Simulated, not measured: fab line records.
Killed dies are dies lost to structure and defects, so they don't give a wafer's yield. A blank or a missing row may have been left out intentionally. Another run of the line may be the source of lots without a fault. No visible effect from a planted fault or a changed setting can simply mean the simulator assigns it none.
Comparing a struck lot with a sound one :: flow sky130 :: 22 out of 708 route steps
Sound: the wafers L367.1, L367.2, L367.6. Wafers struck: L375.3, L375.4, L375.5. The cause is given at the end.
Order at every step that has rows: each side's tool, ch and its chambers, its first start. Under that, the readings that differ: sound wafers :: struck wafers :: difference of the means :: sigmas: that difference in standard deviations of wafers without a fault.
alike: same words and numbers on both sides, and readings whose means sit less than 2 such deviations apart. not compared: any withheld reading, any reading some wafer has no value for, any bound like >300 that may hide the same value, and any number with overlapping values for which the record gives no deviation.
A row with sigmas, a row that says differs or no value, or rows on one side alone: a step with any of these is where the two part. Numbers that have no deviation but don't overlap get no sigmas and don't part them. Lack of a reading on every wafer of one side parts them only where that side has two or more wafers.

first, 1 step without rows for these wafers: SKY_POLY_GATE_OXIDATION_20 (stabilise 600 s, purge 300 s, target thk 4 nm).
SKY_POLY_GATE_THK_MEAS_21:
  sound on film metro-03, day 17 04:25; struck on film metro-01, day 20 11:47
  alike: POLY_GATE_OXIDATION_THK
SKY_POLY_GATE_CD_MEAS_22:
  sound on cd sem-01, day 17 04:28; struck on cd sem-02, day 20 11:52
reading: cd nm (nm)
sound: 152.6 153.9 154.9
struck: 146.5 148.8 150.2
difference: -5.3
sigmas: -3
then, 7 steps without rows for these wafers: SKY_LDD_N_DEHYDRATE_00 (time 60 s); SKY_LDD_N_HMDS_01 (prime time 60 s); SKY_LDD_N_COAT_02 (resist thk 300 nm); SKY_LDD_N_SOFTBAKE_03 (time 60 s); SKY_LDD_N_EXPOSE_04 (exposes mask NTM, target cd 840 nm); SKY_LDD_N_PEB_05; SKY_LDD_N_DEVELOP_06 (develop time 60 s).
SKY_LDD_N_OVL_MEAS_07:
  sound on overlay-01, day 18 10:38; struck on overlay-01, day 21 18:23
reading: LDD_N_OVL (nm)
sound: -2.1 -0.5 -1.6
struck: 1.4 1.7 0.3
difference: +2.5
sigmas: +2
then, 1 step without rows for these wafers: SKY_LDD_N_IMPLANT_08.
SKY_LDD_N_IMPLANT_09:
  sound on implanter-03 ch 0, day 18 10:50; struck on implanter-03 ch 0, day 21 18:36
reading: dose ions cm2
sound: 7.494e+13 7.497e+13 7.495e+13
struck: 9.369e+13 9.375e+13 9.375e+13
difference: +1.878e+13
sigmas: +99 or more

reading: faraday current uA
sound: 423 434 426
struck: 537 510 544
difference: +103
sigmas: +12
then, 6 steps without rows for these wafers: SKY_LDD_N_IMPLANT_10; SKY_LDD_N_IMPLANT_11; SKY_LDD_N_IMPLANT_12; SKY_LDD_N_IMPLANT_13; SKY_LDD_N_IMPLANT_14; SKY_LDD_N_IMPLANT_15.
SKY_LDD_N_STRIP_16: strips in O2/N2.
  sound on plasma asher-03 ch 0,1, day 18 11:53; struck on plasma asher-04 ch 0,1, day 21 19:38
reading: strip time to endpoint s (s)
sound: 4.323 4.308 4.319
struck: 4.359 4.364 4.343
difference: +0.039
sigmas: +2
  alike: chamber pressure mTorr, drypump motor current A, oes product au
  not compared: rf hours counter h
SKY_LDD_N_TW_MEAS_17:
  sound on film metro-02, day 18 11:59; struck on film metro-01, day 21 19:43
  alike: LDD_N_TW
-- record jumps: 26 days separate the struck wafers' starts on either side; left off in module LDD_N, taken up again in module PAD_OPEN, whose first shown step is the route's number 708 --
SKY_PAD_OPEN_PROBE_99:
  sound on prober-01, day 45 18:46; struck on prober-02, day 48 03:49
reading: model.etest.tip n.rs ohm sq
sound: 441.7 442.2 444
struck: 435.1 436.7 430.6
difference: -8.5
sigmas: 
  alike: killed_at_M0_to_M3, killed_at_M4_up, killed at contacts, killed at front end, killed at other, killed dies, killed open, killed short

## WHERE THEY PART
Earliest at SKY_POLY_GATE_CD_MEAS_22; latest, in this record, at SKY_LDD_N_STRIP_16. Later steps at which nothing parts them and some readings are alike: SKY_LDD_N_TW_MEAS_17, SKY_PAD_OPEN_PROBE_99.

WHY: whatever the simulator had introduced
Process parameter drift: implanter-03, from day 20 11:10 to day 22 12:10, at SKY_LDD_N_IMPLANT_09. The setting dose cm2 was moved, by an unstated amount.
